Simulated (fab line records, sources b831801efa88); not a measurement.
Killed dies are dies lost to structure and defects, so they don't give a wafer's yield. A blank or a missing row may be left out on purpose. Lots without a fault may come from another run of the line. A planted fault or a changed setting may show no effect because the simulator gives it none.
One fault seen from 2 desks | flow gf180mcu | each desk has only its own numbers; what lay behind them comes last

THE METROLOGY DESK
What the gauges read, lot by lot, whatever tool the lot ran on: means of the sampled wafers that have a number. A lot is out of limits, marked OUT, if its mean lies more than 4 standard deviations from the usual mean; the brackets give that distance.
Columns: A = INCOMING_BOW at GF_STI_BOW_MEAS_00, usual 0 um; B = LVPWELL_TW at GF_LVPWELL_TW_MEAS_11, usual 556.4; C = LVPWELL_RS at GF_VT_IMPLANT_RS_MEAS_48, usual 1198 ohm/sq; D = cd_nm at GF_SAB_CD_MEAS_09, usual 420.2 nm
lot  | first seen here | A  | B               | C              | D
L237 | day 1 10:01     | 6  | 556.2           | 1197           | 423.8
L238 | day 1 15:02     | 1  | 557.3           | 1197           | 414.2
L239 | day 1 20:01     | -1 | 560.4           | 1198           | 418.6
L241 | day 2 06:00     | -6 | 559.5           | 1194           | 418.8
L242 | day 2 11:01     | 1  | 558.7           | 1197           | 421.6
L244 | day 2 21:00     | 1  | 558.0           | 1195           | 420.7
L249 | day 3 22:00     | -3 | 553.8           | 1198           | 422.5
L254 | day 4 23:01     | 1  | 527.3 (-12) OUT | 1484 (+89) OUT | 419.4
L256 | day 5 09:02     | -3 | 523.3 (-13) OUT | 1488 (+91) OUT | 420.0
L258 | day 5 19:02     | 2  | 555.5           | 1198           | 425.3
L259 | day 6 00:00     | -7 | 556.0           | 1199           | 418.4
L260 | day 6 05:00     | 1  | 557.9           | 1194           | 417.4
This desk's finding: out of limits on L254, L256; first on L254, day 7 18:37 (LVPWELL_TW at GF_LVPWELL_TW_MEAS_11). In limits: L237, L238, L239, L241, L242, L244, L249, L258, L259, L260.

THE TOOL OWNER'S DESK: implanter-02
The tool's own readings at GF_LVPWELL_IMPLANT_09: means of the sampled wafers that have a number, for each lot that ran on this tool. A lot is out of limits, marked OUT, if its mean lies more than 4 standard deviations from the usual mean; the brackets give that distance.
Columns: A = dose_ions_cm2 at GF_LVPWELL_IMPLANT_09, usual 4.999e+12; B = faraday_current_uA at GF_LVPWELL_IMPLANT_09, usual 28.2
lot  | first seen here | A                           | B
L237 | day 3 23:23     | 4.999e+12                   | 28.0
L238 | day 4 03:46     | 4.998e+12                   | 27.9
L239 | day 4 08:17     | 5.002e+12                   | 28.0
L249 | day 6 14:19     | 5.005e+12                   | 28.6
L254 | day 7 18:23     | 5.003e+11 (-99 or more) OUT | 2.8 (-50) OUT
L256 | day 8 08:40     | 4.927e+11 (-99 or more) OUT | 2.8 (-50) OUT
This desk's finding: out of limits on L254, L256; first on L254, day 7 18:23 (dose_ions_cm2 at GF_LVPWELL_IMPLANT_09). In limits: L237, L238, L239, L249.

PUT TOGETHER
The tool owner's desk could have raised an alarm at day 7 18:23, on L254, L256.
The metrology desk could have raised an alarm at day 7 18:37, on L254, L256.
Of the lots named, all ran GF_LVPWELL_IMPLANT_09 on implanter-02.

WHAT THE SIMULATOR HAD PUT IN
Process parameter drift: implanter-02, from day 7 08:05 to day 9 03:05, at GF_LVPWELL_IMPLANT_09. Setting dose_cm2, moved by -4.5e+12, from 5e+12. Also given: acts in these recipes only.
Lots struck among those shown: L254, L256.
Hours from the fault's start to each desk's first reading out of limits: the tool owner's desk, 10; the metrology desk, 11.
